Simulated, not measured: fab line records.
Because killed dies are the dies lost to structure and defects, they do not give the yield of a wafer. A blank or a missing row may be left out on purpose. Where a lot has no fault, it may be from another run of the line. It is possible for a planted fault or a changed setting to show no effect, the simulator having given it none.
Chamber matching    flow sfq-line    pecvd-03 running SFQ_TRILAYER_I7_DEP_PECVD_183: 3 sister chambers
The step deposits SiO2 from SiH4/N2O, time 111.11 s, target thk 500 nm. 6 wafers are shown with their chamber, then 7 later ones without.

## WAFERS, EACH WITH ITS CHAMBER
wafer   chamber  throttle-valve-pct (%)  heater-power-w (W)
L608.2  1        24.1                    87
L608.3  2        27.4                    113
L608.4  2        27.2                    95
L620.1  1        24.2                    94
L622.2  0        24.5                    59
L622.4  0        24.5                    61

## WAFERS MISSING THEIR CHAMBER
wafer   throttle-valve-pct (%)  heater-power-w (W)
L622.5  27.2                    98
L624.3  27.2                    108
L624.5  23.5                    89
L624.6  24.6                    65
L626.1  27.4                    101
L626.3  24.3                    91
L626.5  27.4                    107

## WHICH CHAMBER EACH WENT THROUGH
wafer   from the rows above  in truth
L622.5  2                    2
L624.3  2                    2
L624.5  1                    1
L624.6  0                    0
L626.1  2                    2
L626.3  1                    1
L626.5  2                    2
Correctly placed: 7 of 7. Number that these rows cannot place: 0. Number placed wrongly: 0.
How it was worked out, from the rows above alone: a wafer's distance from a chamber is the root of the sum, over the readings, of the square of ((its reading less the chamber's mean) divided by the reading's scatter). The wafer belongs to the nearest chamber; if the next one is less than 2 further off, it can't be placed. The mean given for a chamber averages the wafers shown for that chamber. How the scatter is found: for the shown wafers, subtract from each reading the mean of its chamber, square and add these, divide the total by (wafers less chambers), then take the root.
